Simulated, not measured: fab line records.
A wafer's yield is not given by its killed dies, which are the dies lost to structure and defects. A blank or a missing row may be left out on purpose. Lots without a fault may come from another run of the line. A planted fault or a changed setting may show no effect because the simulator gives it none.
Matching of chambers | flow gf180mcu | GF_POLY_GATE_ETCH_13 on rie si-02 has 4 sister chambers
The step etches poly-Si in HBr/Cl2, stops on SiO2, target depth 198.5 nm, time 69.6 s. 14 wafers are shown with their chamber, then 7 later ones without.

== EACH WAFER AND ITS CHAMBER ==
wafer  | chamber | drypump motor current A (A) | throttle valve pct (%) | oes product au (a.u.)
L598.1 | 0       | 5.4                         | 33.677                 | 1.002
L598.4 | 3       | 6.5                         | 33.675                 | 0.995
L598.6 | 2       | 5.2                         | 33.693                 | 0.995
L599.3 | 0       | 5.4                         | 33.699                 | 0.991
L599.5 | 0       | 5.4                         | 33.695                 | 0.993
L599.6 | 1       | 5.6                         | 33.684                 | 0.990
L603.1 | 0       | 5.4                         | 33.684                 | 0.995
L603.5 | 3       | 6.6                         | 33.679                 | 0.990
L603.6 | 0       | 5.4                         | 33.687                 | 0.995
L605.1 | 3       | 6.5                         | 33.697                 | 0.989
L605.4 | 0       | 5.4                         | 33.694                 | 0.994
L605.6 | 3       | 6.6                         | 33.667                 | 0.992
L609.1 | 1       | 5.6                         | 33.691                 | 0.996
L609.2 | 3       | 6.6                         | 33.684                 | 0.995

SIGNATURES (means of the wafers above)
reading                 | chamber 0 | chamber 1 | chamber 2 | chamber 3 | scatter within a chamber
drypump motor current A | 5.400     | 5.600     | 5.200     | 6.560     | 0.0346
throttle valve pct      | 33.68933  | 33.68750  | 33.69300  | 33.68040  | 0.00926
oes product au          | 0.99500   | 0.99300   | 0.99500   | 0.99220   | 0.00345
Rule: a wafer's distance from a chamber is the root of the sum, over the readings, of the square of ((its reading less the chamber's mean) divided by the reading's scatter). If the next closest chamber is less than 2 further off than the closest, the wafer can't be placed; otherwise it belongs to the closest. The scatter is the square root of a quotient: the sum, over the shown wafers, of each reading's squared deviation from its chamber's mean, divided by wafers minus chambers.

== WAFERS MISSING THEIR CHAMBER ==
wafer  | drypump motor current A (A) | throttle valve pct (%) | oes product au (a.u.)
L609.3 | 5.2                         | 33.687                 | 0.988
L611.1 | 5.6                         | 33.686                 | 0.993
L611.2 | 5.2                         | 33.681                 | 0.987
L611.4 | 5.4                         | 33.682                 | 0.992
L616.1 | 6.6                         | 33.707                 | 0.991
L616.5 | 5.4                         | 33.675                 | 1.000
L616.6 | 5.6                         | 33.668                 | 0.987

== WHICH CHAMBER EACH WENT THROUGH ==
wafer  | from the rows above | in truth
L609.3 | 2                   | 2
L611.1 | 1                   | 1
L611.2 | 2                   | 2
L611.4 | 0                   | 0
L616.1 | 3                   | 3
L616.5 | 0                   | 0
L616.6 | 1                   | 1
7 of 7 placed correctly. Not placeable from these rows: 0. Placed wrongly: 0.
